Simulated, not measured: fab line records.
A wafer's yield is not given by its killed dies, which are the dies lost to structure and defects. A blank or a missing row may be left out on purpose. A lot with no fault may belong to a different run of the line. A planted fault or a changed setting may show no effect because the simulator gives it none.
Which tool did it? -- flow sky130 -- 11 lots, 33 wafers sampled, at 5 steps of a route of 708

WHAT THE GAUGES READ, wafer by wafer
SKY_CONTACT_RS_MEAS_25: measures by four-point-probe.
lot,measured,on,CONTACT_W_RS (ohm/sq)
L366,day 31 15:44,film metro-02,0.348 0.338 0.337
L368,day 32 04:40,film metro-02,0.342 0.331 0.325
L372,day 34 00:38,film metro-02,0.332 0.338 0.331
L373,day 34 10:59,film metro-03,0.333 0.336 0.337
L375,day 35 04:16,film metro-02,0.325 0.335 0.323
L376,day 35 06:50,film metro-01,0.338 0.338 0.331
L380,day 36 11:44,film metro-03,0.336 0.330 0.329
L381,day 36 13:56,film metro-01,0.332 0.327 0.328
L384,day 37 10:05,film metro-01,0.336 0.337 0.328
L385,day 37 14:38,film metro-02,0.339 0.340 0.336
L389,day 39 06:38,film metro-03,0.329 0.327 0.344

SKY_VIA1_THK_MEAS_01.
lot,measured,on,VIA1_HDPCVD_THK (nm)
L366,day 32 20:28,film metro-02,1033 1020 1006
L368,day 33 09:16,film metro-04,1021 1016 1021
L372,day 35 04:47,film metro-02,1029 1010 1029
L373,day 35 15:28,film metro-02,1021 1032 1028
L375,day 36 08:42,film metro-04,1052 1033 1039
L376,day 36 10:17,film metro-02,1017 1027 1013
L380,day 37 15:30,film metro-03,1152 1171 1154
L381,day 37 17:19,film metro-02,1158 1174 1169
L384,day 38 13:51,film metro-02,1020 1016 1022
L385,day 38 18:02,film metro-03,1020 1015 1025
L389,day 40 08:22,film metro-02,1044 1034 1046

EACH LOT AND THE TOOL THAT RAN IT (in order: tool; ch and the chambers of the sampled wafers; start)
lot,SKY_CONTACT_SPUTTER_23,SKY_METAL1_STRIP_20,SKY_VIA1_HDPCVD_00
L366,"pvd sputter-03, day 31 15:31","plasma asher-04 ch 0,1, day 32 19:47","hdpcvd-01 ch 1,2, day 32 20:20"
L368,"pvd sputter-01, day 32 04:29","plasma asher-01 ch 0,1, day 33 08:33","hdpcvd-02 ch 1,2, day 33 09:08"
L372,"pvd sputter-02, day 34 00:28","plasma asher-02 ch 0,1, day 35 03:23","hdpcvd-02 ch 0,1,2, day 35 04:40"
L373,"pvd sputter-02, day 34 10:48","plasma asher-04 ch 1, day 35 14:23","hdpcvd-01 ch 0,1,2, day 35 15:20"
L375,"pvd sputter-02, day 35 04:05","plasma asher-02 ch 0,1, day 36 08:00","hdpcvd-02 ch 0,2, day 36 08:35"
L376,"pvd sputter-03, day 35 06:39","plasma asher-04 ch 0,1, day 36 09:35","hdpcvd-01 ch 0,1, day 36 10:10"
L380,"pvd sputter-02, day 36 11:34","plasma asher-04 ch 0,1, day 37 14:48","hdpcvd-02 ch 0,1,2, day 37 15:23"
L381,"pvd sputter-02, day 36 13:44","plasma asher-04 ch 1, day 37 16:36","hdpcvd-02 ch 0,1, day 37 17:11"
L384,"pvd sputter-03, day 37 09:55","plasma asher-02 ch 0,1, day 38 13:08","hdpcvd-01 ch 0,2, day 38 13:44"
L385,"pvd sputter-01, day 37 14:28","plasma asher-04 ch 0,1, day 38 17:20","hdpcvd-01 ch 0,1,2, day 38 17:56"
L389,"pvd sputter-01, day 39 06:25","plasma asher-01 ch 0,1, day 40 07:37","hdpcvd-01 ch 0,2, day 40 08:14"
- SKY_CONTACT_SPUTTER_23: material TiN, target thk 20 nm, time 80 s.
- SKY_METAL1_STRIP_20: strips in O2/N2.
- SKY_VIA1_HDPCVD_00: deposits SiO2, target thk 1030 nm, time 171.7 s.

AS READ BY THE TOOLS THEMSELVES (means over the sampled wafers that have a number; for cases with no such wafer, the mark the record gives instead)
SKY_CONTACT_SPUTTER_23.
lot,tool,throttle valve pct (%)
L366,pvd sputter-03,29.6
L368,pvd sputter-01,29.7
L372,pvd sputter-02,29.4
L373,pvd sputter-02,30.7
L375,pvd sputter-02,30.9
L376,pvd sputter-03,29.1
L380,pvd sputter-02,30.4
L381,pvd sputter-02,30.4
L384,pvd sputter-03,29.6
L385,pvd sputter-01,30.2
L389,pvd sputter-01,30.3

SKY_METAL1_STRIP_20.
lot,tool,drypump motor current A (A),oes product au (a.u.),strip time to endpoint s (s)
L366,plasma asher-04,5.4,0.344,2.68
L368,plasma asher-01,5.4,0.349,2.71
L372,plasma asher-02,6.0,0.348,2.74
L373,plasma asher-04,5.6,0.345,2.78
L375,plasma asher-02,6.0,0.345,2.79
L376,plasma asher-04,5.5,0.346,2.75
L380,plasma asher-04,5.5,0.347,2.74
L381,plasma asher-04,5.6,0.343,2.71
L384,plasma asher-02,6.0,0.344,2.72
L385,plasma asher-04,5.5,0.347,2.79
L389,plasma asher-01,5.4,0.338,2.71

SKY_VIA1_HDPCVD_00.
lot,tool,run length s (s),sih4 flow sccm (sccm)
L366,hdpcvd-01,199.3,59.84
L368,hdpcvd-02,200.0,60.15
L372,hdpcvd-02,199.7,60.00
L373,hdpcvd-01,199.6,59.88
L375,hdpcvd-02,199.5,60.10
L376,hdpcvd-01,200.1,59.92
L380,hdpcvd-02,222.3,60.17
L381,hdpcvd-02,222.2,59.81
L384,hdpcvd-01,199.8,59.91
L385,hdpcvd-01,199.8,60.06
L389,hdpcvd-01,199.6,60.19

THE ANSWER, worked out from the rows above alone
Rule: the lots themselves supply what counts as usual. The widest of any qualifying gaps counts: lots, ordered by their means at a reading, are off when they make up no more than a third of the lots, leave a main group of 4 or more, and stand apart from it by 3 or more times the standard deviation of that group's means. If all means in a main group match to the digits the tables above print for the reading, that group is not used. Also off: a lot with no number at a reading for which 4 or more lots have one. All remaining lots with rows at the step are treated as sound. The gauges are gone through in route order, then the tools' own readings, and for those a lot's mean is taken as printed above. The first step at which some lot is off is used, and at that step the reading that is off furthest; a lot without a number counts as furthest.
Off: at SKY_VIA1_THK_MEAS_01 (VIA1_HDPCVD_THK), L380, L381. The main group: mean 1026 nm, standard deviation 8.8.
If a tool, at a process step before that reading, ran all the lots that are off and no sound lot after the first of them, it fits. Not tried: the gauges at SKY_VIA1_THK_MEAS_01; whatever is off there is also off at SKY_VIA1_HDPCVD_00, on other tools, and gauge error can't account for it. This does not decide it: 2 tools fit, namely pvd sputter-02 at SKY_CONTACT_SPUTTER_23 and hdpcvd-02 at SKY_VIA1_HDPCVD_00.

WHAT WAS PUT IN BY THE SIMULATOR
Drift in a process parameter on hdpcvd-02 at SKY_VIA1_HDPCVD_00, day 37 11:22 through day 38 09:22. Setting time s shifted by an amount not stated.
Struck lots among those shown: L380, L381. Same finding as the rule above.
